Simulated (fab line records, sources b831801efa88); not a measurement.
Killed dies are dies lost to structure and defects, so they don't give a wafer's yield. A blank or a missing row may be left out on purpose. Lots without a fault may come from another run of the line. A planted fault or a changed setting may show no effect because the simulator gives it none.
fab line records | flow gf180mcu
record lots=7 wafers=21 last_day=33
route steps=602 shown TOP_METAL@571 PASSIVATION@602
lots that met no fault: from a run of the same line without faults
start_h: hours from the record's first day to the start of the lot's first wafer shown | wait_h: hours since the lot's step before | " the same as in the row above | L1.1+2: a row that stands for several wafers | - no value, or no start given | * or withheld: withheld | < > ~ a bound
route shown NAME@n: a module of which the file shows steps, and the number in the route of the first | usual: mean/standard deviation of fault-free wafers | same: alike in all rows | chamber/n: place in a boat | sites: the reading at each site | _std_site: their standard deviation | _edge_site: outer sites' mean less inner sites' | radius_mm: how far each site lies from the wafer's centre | mask NAME#n: copy n | behind: the tool/chamber that last shaped the wafer | hold: why the lot was held/for how many hours/how that ended | device: the transistor (n, p or np) that didn't switch | end of line: the same wafers' tests at the end of the route | a step without rows: its recipe alone | killed: dies lost to structure and defects at the first sort, not the wafer's yield | map: a wafer's dies, x killed, . not, _ none there
set.NAME: the setting as run; set.NAME@STEP: as run at that earlier step | model.NAME: the simulator's own value behind a step, which no gauge read
lots at some steps of the route; a table a step, a row a wafer
services: from which hour (start_h, from the record's first day; less than 0 if before it) a tool's chamber was out of use, for how many hours, and why
## steps
# step GF_TOP_METAL_SPUTTER_04
# recipe material=TiN target_thk_nm=25 power_w=6500 time_s=19.8 chamber_pressure_pa=0.4
# usual chamber_pressure_pa=0.3999/0.00072 throttle_valve_pct=29.6/0.96
# columns lot.wafer tool chamber start_h wait_h chamber_pressure_pa throttle_valve_pct
L659.4 pvd_sputter-04 - 677.74 0.0 0.4008 31.3
L659.5 " - " " 0.4001 29.1
L659.6 " - " " 0.3996 28.6
L660.2 pvd_sputter-04 - 684.41 0.0 0.4005 31.1
L660.3 " - " " 0.3998 28.9
L660.4 " - " " 0.4003 29.3
L666.1 pvd_sputter-03 - 733.54 0.0 0.3997 29.2
L666.2 " - " " 0.3999 28.3
L666.4 " - " " 0.3988 29.5
L667.2 pvd_sputter-04 - 739.14 0.0 0.3988 29.2
L667.3 " - " " 0.4001 28.6
L667.5 " - " " 0.4001 28.7
L668.1 pvd_sputter-04 - 744.18 0.0 0.3995 28.4
L668.3 " - " " 0.4009 31.3
L668.6 " - " " 0.3992 28.6
L669.1 pvd_sputter-01 - 747.38 0.0 0.3994 30.4
L669.2 " - " " 0.4004 28.6
L669.6 " - " " 0.3998 28.6
L670.3 pvd_sputter-04 - 755.54 0.0 0.4013 30.9
L670.4 " - " " 0.4008 28.6
L670.6 " - " " 0.4011 30.9
# step GF_TOP_METAL_RS_MEAS_05
# recipe thk_meas_gauge=four-point-probe reads=TiN_of_TOP_METAL_SPUTTER_04+Ti_of_TOP_METAL_SPUTTER_03+AlCu_of_TOP_METAL_SPUTTER_02+TiN_of_TOP_METAL_SPUTTER_01+Ti_of_TOP_METAL_SPUTTER_00
# usual TOP_METAL_ALCU_RS=0.0326/0.00036
# columns lot.wafer tool chamber start_h wait_h TOP_METAL_ALCU_RS[ohm/sq]
L659.4 film_metro-01 - 677.82 0.1 0.0319
L659.5 " - " " 0.0320
L659.6 " - " " 0.0321
L660.2 film_metro-03 - 684.46 0.0 0.0329
L660.3 " - " " 0.0325
L660.4 " - " " 0.0328
L666.1 film_metro-01 - 733.57 0.0 0.0325
L666.2 " - " " 0.0325
L666.4 " - " " 0.0325
L667.2 film_metro-03 - 739.19 0.0 0.0325
L667.3 " - " " 0.0326
L667.5 " - " " 0.0324
L668.1 film_metro-03 - 744.21 0.0 0.0329
L668.3 " - " " 0.0327
L668.6 " - " " 0.0324
L669.1 film_metro-02 - 747.40 0.0 0.0327
L669.2 " - " " 0.0324
L669.6 " - " " 0.0325
L670.3 film_metro-03 - 755.61 0.1 0.0323
L670.4 " - " " 0.0322
L670.6 " - " " 0.0323
# step GF_TOP_METAL_THK_MEAS_06
# recipe thk_meas_gauge=xrf reads=AlCu_of_TOP_METAL_SPUTTER_02
# usual TOP_METAL_ALCU_THK=889/11
# columns lot.wafer tool chamber start_h wait_h TOP_METAL_ALCU_THK[nm]
L659.4 film_metro-01 - 677.91 0.1 904
L659.5 " - " " 905
L659.6 " - " " 903
L660.2 film_metro-03 - 684.57 0.1 876
L660.3 " - " " 889
L660.4 " - " " 882
L666.1 film_metro-01 - 733.69 0.1 897
L666.2 " - " " 890
L666.4 " - " " 892
L667.2 film_metro-03 - 739.30 0.1 892
L667.3 " - " " 885
L667.5 " - " " 897
L668.1 film_metro-03 - 744.33 0.1 879
L668.3 " - " " 878
L668.6 " - " " 885
L669.1 film_metro-02 - 747.52 0.1 892
L669.2 " - " " 899
L669.6 " - " " 892
L670.3 film_metro-03 - 755.71 0.1 888
L670.4 " - " " 894
L670.6 " - " " 891
# step GF_TOP_METAL_DEHYDRATE_07
# recipe temp_c=200 time_s=60
# step GF_TOP_METAL_HMDS_08
# recipe prime_time_s=60 prime_temp_c=120
# step GF_TOP_METAL_COAT_09
# recipe resist=NOVOLAK spin_rpm=3000 resist_thk_nm=1500
# step GF_TOP_METAL_SOFTBAKE_10
# recipe temp_c=90 time_s=60 resist=NOVOLAK
# step GF_TOP_METAL_EXPOSE_11
# recipe mask_id=MetalTop target_cd_nm=440 na=0.6 source_shape=conventional sigma_outer=0.6 dose_mj=170
# step GF_TOP_METAL_PEB_12
# recipe temp_c=withheld time_s=* resist=NOVOLAK
# step GF_TOP_METAL_DEVELOP_13
# recipe develop_time_s=57.94 dev_temp_c=23
# step GF_TOP_METAL_CD_MEAS_14
# recipe target_cd_nm=440
# usual cd_nm=440.6/2.5
# columns lot.wafer tool chamber start_h wait_h cd_nm
L659.4 cd_sem-01 - 696.30 0.2 440.7
L659.5 " - " " 440.4
L659.6 " - " " 441.1
L660.2 cd_sem-01 - 702.69 0.1 438.7
L660.3 " - " " 439.6
L660.4 " - " " 441.0
L666.1 cd_sem-02 - 750.71 0.1 440.9
L666.2 " - " " 440.3
L666.4 " - " " 439.4
L667.2 cd_sem-01 - 755.43 0.1 441.9
L667.3 " - " " 439.4
L667.5 " - " " 439.1
L668.1 cd_sem-02 - 760.01 0.1 439.8
L668.3 " - " " 440.2
L668.6 " - " " 439.9
L669.1 cd_sem-02 - 763.21 0.1 441.8
L669.2 " - " " 441.3
L669.6 " - " " 437.7
L670.3 cd_sem-02 - 772.06 0.1 444.8
L670.4 " - " " 446.4
L670.6 " - " " 442.5
# step GF_TOP_METAL_OVL_MEAS_15
# usual TOP_METAL_OVL=0.3/1.2
# columns lot.wafer tool chamber start_h wait_h TOP_METAL_OVL[nm]
L659.4 overlay-02 - 696.38 0.1 -1.1
L659.5 " - " " -0.4
L659.6 " - " " 0.2
L660.2 overlay-01 - 702.80 0.1 0.7
L660.3 " - " " -0.4
L660.4 " - " " -0.8
L666.1 overlay-02 - 750.83 0.1 1.6
L666.2 " - " " -0.1
L666.4 " - " " 0.1
L667.2 overlay-01 - 755.54 0.1 -0.7
L667.3 " - " " 0.9
L667.5 " - " " 0.1
L668.1 overlay-02 - 760.13 0.1 1.5
L668.3 " - " " 0.8
L668.6 " - " " 1.7
L669.1 overlay-02 - 763.33 0.1 1.5
L669.2 " - " " 1.2
L669.6 " - " " 1.3
L670.3 overlay-02 - 772.15 0.1 -1.5
L670.4 " - " " -0.6
L670.6 " - " " -1.1
# step GF_TOP_METAL_METAL_ETCH_16
# recipe chemistry=Cl2/BCl3 mask_material=NOVOLAK target_depth_nm=1077.5 stop_on=SiO2 pressure_mtorr=8 icp_w=800 bias_w=140 Cl2_flow_sccm=80 bcl3_flow_sccm=40 time_s=179.6
# usual drypump_motor_current_A=5.55/0.25 oes_product_au=0.968/0.0075 throttle_valve_pct=28.255/0.011
# columns lot.wafer tool chamber start_h wait_h drypump_motor_current_A oes_product_au rf_hours_counter_h throttle_valve_pct model.TOP_METAL.feature_depth_nm model.etch.depth_nm model.NOVOLAK_of_TOP_METAL_COAT_09.thk_nm
L659.4 rie_metal-02 0 696.45 0.1 5.57 0.979 - 28.226 1047 1047 1074
L659.5 " 0 " " 5.55 0.988 - 28.247 1042 1042 1075
L659.6 " 1 " " 5.86 0.977 - 28.240 1043 1043 1070
L660.2 rie_metal-01 0 702.83 0.0 5.83 0.955 13 28.268 1016 1016 1067
L660.3 " 1 " " 5.38 0.972 - 28.266 1026 1026 1070
L660.4 " 0 " " 5.81 0.963 - 28.261 1019 1019 1066
L666.1 rie_metal-01 1 750.87 0.0 5.40 0.972 4 28.263 1028 1028 1079
L666.2 " 1 " " 5.40 0.775 - 28.465 686.6 686.6 1224
L666.4 " 1 " " 5.38 0.964 - 28.262 1029 1029 1072
L667.2 rie_metal-01 1 755.63 0.1 5.38 0.775 - 28.464 692.9 692.9 1222
L667.3 " 1 " " 5.38 0.787 - 28.470 701 701 1216
L667.5 " 1 " " 5.38 0.781 - 28.464 698.3 698.3 1219
L668.1 rie_metal-02 1 760.17 0.0 5.87 0.961 14 28.271 1015 1015 1073
L668.3 " 1 " " 5.87 0.966 - 28.263 1021 1021 1068
L668.6 " 1 " " 5.88 0.964 - 28.261 1029 1029 1073
L669.1 rie_metal-02 0 763.37 0.0 5.54 0.958 0 28.274 1023 1023 1078
L669.2 " 1 " " 5.90 0.973 15 28.227 1032 1032 1072
L669.6 " 0 " " 5.58 0.971 - 28.271 1028 1028 1074
L670.3 rie_metal-01 0 772.23 0.1 5.82 0.787 - 28.470 697.9 697.9 1225
L670.4 " 1 " " 5.37 0.980 - 28.245 1034 1034 1071
L670.6 " 1 " " 5.38 0.969 - 28.253 1032 1032 1079
# step GF_TOP_METAL_STRIP_17
# recipe chemistry=O2/N2 power_w=1400 pressure_mtorr=1500 platen_temp_c=250 o2_flow_sccm=3000 n2_flow_sccm=300 overash_fraction=0.5
# usual drypump_motor_current_A=5.73/0.11 heater_power_w=339/40 oes_product_au=0.710/0.0043 strip_time_to_endpoint_s=13.48/0.071
# columns lot.wafer tool chamber start_h wait_h drypump_motor_current_A heater_power_w oes_product_au rf_hours_counter_h strip_time_to_endpoint_s
L659.4 plasma_asher-01 0 696.60 0.1 5.75 353 0.715 - 13.50
L659.5 " 0 " " 5.75 365 0.718 - 13.50
L659.6 " 1 " " 5.86 275 0.717 - 13.44
L660.2 plasma_asher-01 1 703.00 0.1 5.88 286 0.707 89 13.44
L660.3 " 0 " " 5.75 361 0.706 - 13.46
L660.4 " 1 " " 5.91 277 0.710 - 13.43
L666.1 plasma_asher-02 1 751.22 0.3 5.80 386 0.711 35 13.55
L666.2 " 0 " " 5.52 309 0.713 35 15.23
L666.4 " 1 " " 5.81 390 0.708 - 13.48
L667.2 plasma_asher-01 0 755.92 0.2 5.73 364 0.712 95 15.20
L667.3 " 0 " " 5.74 362 0.714 - 15.13
L667.5 " 0 " " 5.75 361 0.707 - 15.17
L668.1 plasma_asher-01 0 760.52 0.3 5.75 359 0.719 96 13.50
L668.3 " 0 " " 5.75 365 0.714 - 13.46
L668.6 " 0 " " 5.73 358 0.707 - 13.50
L669.1 plasma_asher-02 1 763.54 0.1 5.80 388 0.718 37 13.55
L669.2 " 0 " " 5.56 300 0.708 37 13.49
L669.6 " 0 " " 5.56 303 0.709 - 13.51
L670.3 plasma_asher-01 0 772.38 0.1 5.72 342 0.705 - 15.25
L670.4 " 1 " " 5.86 276 0.709 - 13.49
L670.6 " 0 " " 5.71 360 0.712 - 13.56
# step GF_TOP_METAL_STRIP_18
# recipe chemistry=post_etch_residue_remover time_s=1200 temp_c=72.5
# step GF_PASSIVATION_PROBE_99
# columns lot.wafer tool chamber start_h wait_h model.etest.pplus_sal_6v.short model.etest.nwell.short model.etest.ring_6p0.no_ring model.etest.via3_chain.short model.etest.pwell_in_dnwell.short model.etest.ldpmos_10p0.short model.etest.iso_dnwell_dnwell.over_limit model.etest.via5_chain.short
L659.4+5+6 prober-01 - 717.93 0.2 0 0 0 0 0 0 0 0
L660.2+3+4 prober-02 - 723.19 0.1 0 0 0 0 0 0 0 0
L666.1+4 prober-02 - 771.58 0.1 0 0 0 0 0 0 0 0
L666.2 prober-02 - 771.63 0.1 1 1 1 1 1 1 1 1
L667.2+3+5 prober-01 - 775.28 0.1 1 1 1 1 1 1 1 1
L668.1+3+6 prober-02 - 779.08 0.1 0 0 0 0 0 0 0 0
L669.1+2+6 prober-01 - 782.54 0.1 0 0 0 0 0 0 0 0
L670.3 prober-02 - 791.63 0.2 1 1 1 1 1 1 1 1
L670.4+6 prober-02 - 791.68 0.2 0 0 0 0 0 0 0 0
# killed by level:class
L659.4 V3:geometric_particle:open=4 M5:geometric_particle:short=4 CONTACT:geometric_particle:open=3 STI:geometric_particle:open=2 SAB:geometric_particle:short=2 CONTACT:geometric_particle:short=2 M1:geometric_particle:short=2 V1:geometric_particle:open=2
L659.5 CONTACT:geometric_particle:open=9 V4:geometric_particle:open=7 V5:geometric_particle:open=6 V1:geometric_particle:open=4 STI:geometric_particle:open=3 V1:geometric_particle:short=3 CONTACT:geometric_particle:short=2 V2:geometric_particle:open=2
L659.6 CONTACT:geometric_particle:open=7 STI:geometric_particle:open=5 CONTACT:geometric_particle:short=5 V2:geometric_particle:open=4 V4:geometric_particle:open=4 M3:geometric_particle:short=3 M5:geometric_particle:short=3 STI:geometric_particle:short=2
L660.2 V1:geometric_particle:open=7 CONTACT:geometric_particle:open=5 V4:geometric_particle:open=4 POLY_GATE:geometric_particle:short=3 V1:geometric_particle:short=3 V2:geometric_particle:open=3 V5:geometric_particle:short=3 STI:geometric_particle:short=2
L660.3 V2:geometric_particle:open=9 V1:geometric_particle:short=7 V5:geometric_particle:open=7 V1:geometric_particle:open=5 V4:geometric_particle:open=5 M1:geometric_particle:short=4 V2:geometric_particle:short=4 CONTACT:geometric_particle:open=3
L660.4 V1:geometric_particle:open=9 CONTACT:geometric_particle:open=5 STI:geometric_particle:open=4 M2:geometric_particle:short=4 V1:geometric_particle:short=4 V4:geometric_particle:open=4 V5:geometric_particle:open=4 V2:geometric_particle:open=3
L668.1 V3:geometric_particle:open=6 CONTACT:geometric_particle:open=5 V4:geometric_particle:open=5 V5:geometric_particle:open=4 POLY_GATE:geometric_particle:short=3 V2:geometric_particle:short=3 STI:geometric_particle:short=2 STI:geometric_particle:open=2
L668.3 V4:geometric_particle:open=7 V5:geometric_particle:open=5 V2:geometric_particle:open=4 V5:geometric_particle:short=4 STI:geometric_particle:short=3 CONTACT:geometric_particle:open=3 M1:geometric_particle:short=3 V1:geometric_particle:open=3
L668.6 V3:geometric_particle:open=7 M2:geometric_particle:short=4 M3:geometric_particle:short=4 V5:geometric_particle:open=4 V5:geometric_particle:short=4 CONTACT:geometric_particle:open=3 STI:geometric_particle:open=2 V1:geometric_particle:short=2
L669.1 CONTACT:geometric_particle:open=4 M1:geometric_particle:short=4 V2:geometric_particle:open=4 V5:geometric_particle:open=4 V1:geometric_particle:open=3 M4:geometric_particle:short=3 SALICIDE:geometric_particle:short=2 V1:geometric_particle:short=2
L669.2 V4:geometric_particle:open=7 STI:geometric_particle:open=6 V5:geometric_particle:short=6 V2:geometric_particle:open=5 V3:geometric_particle:open=5 STI:geometric_particle:short=3 V1:geometric_particle:open=3 V5:geometric_particle:open=3
L669.6 V1:geometric_particle:open=6 CONTACT:geometric_particle:open=5 V3:geometric_particle:open=5 V4:geometric_particle:open=5 CONTACT:geometric_particle:short=3 V2:geometric_particle:open=2 V4:geometric_particle:short=2 M5:geometric_particle:short=2
## services
# columns tool chamber start_h hours kind
pvd_sputter-01 3 664.70 - consumable_replace:kit
pvd_sputter-01 3 664.70 18.0 scheduled_down
pvd_sputter-01 3 664.70 18.0 vent_cycle
pvd_sputter-04 1 670.69 - consumable_replace:kit
pvd_sputter-04 1 670.69 18.0 scheduled_down
pvd_sputter-04 1 670.69 18.0 vent_cycle
pvd_sputter-01 - 685.31 1.6 repair
pvd_sputter-01 - 689.55 0.7 repair
rie_metal-02 0 734.59 - clean
rie_metal-02 0 734.59 26.7 scheduled_down
rie_metal-02 0 734.59 26.7 vent_cycle
rie_metal-01 0 741.74 - clean
rie_metal-01 0 741.74 24.5 scheduled_down
rie_metal-01 0 741.74 24.5 vent_cycle
pvd_sputter-01 2 768.57 - consumable_replace:kit
pvd_sputter-01 2 768.57 18.0 scheduled_down
pvd_sputter-01 2 768.57 18.0 vent_cycle
plasma_asher-02 - 768.80 0.9 repair
## key
first_sign step=GF_TOP_METAL_METAL_ETCH_16 reading=oes_product_au direction=down sigmas=25 usual=0.968 struck=0.781
effect step=GF_TOP_METAL_METAL_ETCH_16 reading=throttle_valve_pct direction=up sigmas=19 usual=28.255 struck=28.467
effect step=GF_TOP_METAL_STRIP_17 reading=strip_time_to_endpoint_s direction=up sigmas=24 usual=* struck=*
model_effect step=GF_TOP_METAL_METAL_ETCH_16 value=TOP_METAL.feature_depth_nm without=1027 struck=695.3
model_effect step=GF_PASSIVATION_PROBE_99 value=etest.pplus_sal_6v.short without=0 struck=1
met_at GF_TOP_METAL_METAL_ETCH_16
struck_wafers L666.2,L667.2,L667.3,L667.5,L670.3
sort_left_out L666.2,L667.2,L667.3,L667.5,L670.3
onset_between 702.83 750.87
fault kind=process_parameter_drift tool=rie_metal-01 chamber=- onset_h=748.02 steps=GF_TOP_METAL_METAL_ETCH_16 channel=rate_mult offset=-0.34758 shape=step end_h=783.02 scope=struck_wafers_only
# sort_left_out: the simulated sort isn't trusted on such a fault, so these wafers' sort isn't shown, and their yield isn't known
